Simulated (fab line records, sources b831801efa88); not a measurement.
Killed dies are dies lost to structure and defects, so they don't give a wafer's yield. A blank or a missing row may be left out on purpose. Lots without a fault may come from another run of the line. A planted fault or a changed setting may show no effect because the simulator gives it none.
A struck lot beside a sound one | flow gf180mcu | 17 steps out of a route of 602
Sound: wafers L229.1, L229.4, L229.6. Struck: wafers L247.2, L247.3, L247.4. The cause comes at the end.
At each step with rows: each side's tool, then ch and its chambers, then its first start. Under that, the readings that differ: sound wafers | struck wafers | difference of the means | sigmas: that difference in standard deviations of wafers without a fault.
alike: readings whose means differ by less than 2 such deviations, and words and numbers that are the same on both sides. not compared: withheld readings, readings that some wafer has no value for, bounds like >300 that may hide the same value, and numbers for which the record gives no deviation and whose values overlap.
The two part at a step that has a row with sigmas, a row that says differs or no value, or rows on one side only. Numbers that don't overlap but have no deviation are shown without sigmas and don't part them. A reading that every wafer of one side lacks parts them only if that side has two wafers or more.

GF_V3_BOW_MEAS_05:
  sound on film_metro-01, day 22 04:07; struck on film_metro-01, day 27 23:48
  alike: V3_BOW
then, 6 steps without rows for these wafers: GF_V3_DEHYDRATE_06 (time 60 s); GF_V3_HMDS_07 (prime time 60 s); GF_V3_COAT_08; GF_V3_COAT_09 (resist thk 1000 nm); GF_V3_SOFTBAKE_10 (time 60 s); GF_V3_EXPOSE_11 (exposes mask Via3, target cd 260 nm).
GF_V3_PEB_12: peb time 94.18 s.
  sound on litho_track-02 ch 0; struck on litho_track-02 ch 0
  alike: plate_sensor_t_centre_C, plate_sensor_t_edge_C
then, 1 step without rows for these wafers: GF_V3_DEVELOP_13 (develop time 60 s).
GF_V3_CD_MEAS_14: target cd 260 nm.
  sound on cd_sem-01, day 23 04:24; struck on cd_sem-01, day 28 18:43
  alike: cd_nm
GF_V3_OVL_MEAS_15:
  sound on overlay-02, day 23 04:31; struck on overlay-02, day 28 18:50
  alike: V3_OVL
GF_V3_ETCH_16: etches BARC in N2/H2.
  sound on rie_diel-02 ch 0,1,3, day 23 04:34; struck on rie_diel-02 ch 0,1,3, day 28 18:52
  alike: bias_w, chamber_pressure_mTorr, drypump_motor_current_A, oes_product_au, throttle_valve_pct
GF_V3_ETCH_17: etches SiO2 in C4F8/O2/Ar, stops on TiN, target depth 635 nm.
  sound on rie_diel-02 ch 0,1,3, day 23 04:00; struck on rie_diel-02 ch 0,1,3, day 28 18:00
  reading                                | sound             | struck            | difference | sigmas
  bias_w (W)                             | 1205 1201 1201    | 1407 1416 1416    | +211       | +62
  model.TiN_of_M3_SPUTTER_04.thk_nm (nm) | 49.66 49.53 49.27 | 47.48 48.29 47.53 | -1.72      |
  alike: chamber_pressure_mTorr, oes_product_au
GF_V3_STRIP_18: strips in O2/N2.
  sound on plasma_asher-01 ch 1, day 23 04:41; struck on plasma_asher-02 ch 0,1, day 28 18:59
  alike: chamber_pressure_mTorr, drypump_motor_current_A, heater_power_w, oes_product_au
  not compared: rf_hours_counter_h
GF_V3_STRIP_19: strips in post etch residue remover, time 1200 s.
  sound on wet_bench-01 ch 3, day 23 04:47; struck on wet_bench-01 ch 2, day 28 19:05
  reading                                | sound             | struck            | difference | sigmas
  bath_heat_duty_pct (%)                 | 15.6 16.9 16.6    | 14.4 14.4 12.8    | -2.5       | -2
  model.TiN_of_M3_SPUTTER_04.thk_nm (nm) | 49.24 49.11 48.86 | 47.06 47.87 47.11 | -1.72      |
then, 2 steps without rows for these wafers: GF_V3_CLEAN_20 (cleans in DIW); GF_PASSIVATION_PROBE_99.

WHERE THEY PART
First at GF_V3_ETCH_17; last, within this record, at GF_V3_STRIP_19.

WHY: what the simulator had put in
Process parameter drift: rie_diel-02, from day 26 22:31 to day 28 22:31, at GF_V3_ETCH_17. Setting bias_w, moved by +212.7, from 1200. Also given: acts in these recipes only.
